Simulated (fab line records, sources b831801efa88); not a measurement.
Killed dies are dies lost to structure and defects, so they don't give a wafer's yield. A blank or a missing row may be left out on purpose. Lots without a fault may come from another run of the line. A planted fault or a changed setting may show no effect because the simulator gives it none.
Chamber matching | flow gf180mcu | GF_V1_CVD_02 on pecvd-04: 3 sister chambers
The step deposits SiO2 from TEOS, target thk 850 nm, time 94.851 s. 14 wafers are shown with their chamber, then 7 later ones without.

WAFERS WITH THEIR CHAMBER
wafer  | chamber | heater_power_w (W)
L077.3 | 1       | 571
L077.4 | 2       | 813
L077.5 | 2       | 656
L080.3 | 0       | 626
L080.5 | 0       | 682
L080.6 | 2       | 631
L082.1 | 2       | 770
L082.2 | 0       | 654
L082.4 | 0       | 684
L087.3 | 0       | 639
L087.4 | 0       | 685
L087.5 | 1       | 578
L091.1 | 0       | 621
L091.2 | 1       | 709

SIGNATURES (means of the wafers above)
reading        | chamber 0 | chamber 1 | chamber 2 | scatter within a chamber
heater_power_w | 655.86    | 619.33    | 717.50    | 60.3
Rule: a wafer's distance from a chamber is the root of the sum, over the readings, of the square of ((its reading less the chamber's mean) divided by the reading's scatter). The wafer belongs to the nearest chamber; if the next one is less than 2 further off, it can't be placed. The scatter: the root of (the sum of the squares of (reading less its chamber's mean) over the shown wafers, divided by (wafers less chambers)).

WAFERS WITHOUT THEIR CHAMBER
wafer  | heater_power_w (W)
L091.3 | 688
L091.4 | 586
L091.5 | 765
L091.6 | 665
L096.1 | 676
L096.2 | 824
L096.3 | 607

WHICH CHAMBER EACH WENT THROUGH
wafer  | from the rows above          | in truth
L091.3 | can't be placed: 2 or 0 or 1 | 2
L091.4 | can't be placed: 1 or 0 or 2 | 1
L091.5 | can't be placed: 2 or 0 or 1 | 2
L091.6 | can't be placed: 0 or 1 or 2 | 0
L096.1 | can't be placed: 0 or 2 or 1 | 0
L096.2 | can't be placed: 2 or 0 or 1 | 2
L096.3 | can't be placed: 1 or 0 or 2 | 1
Placed correctly: 0 of 7. Can't be placed from these rows: 7 (the true chamber is among the candidates in 7). Placed wrongly: 0.
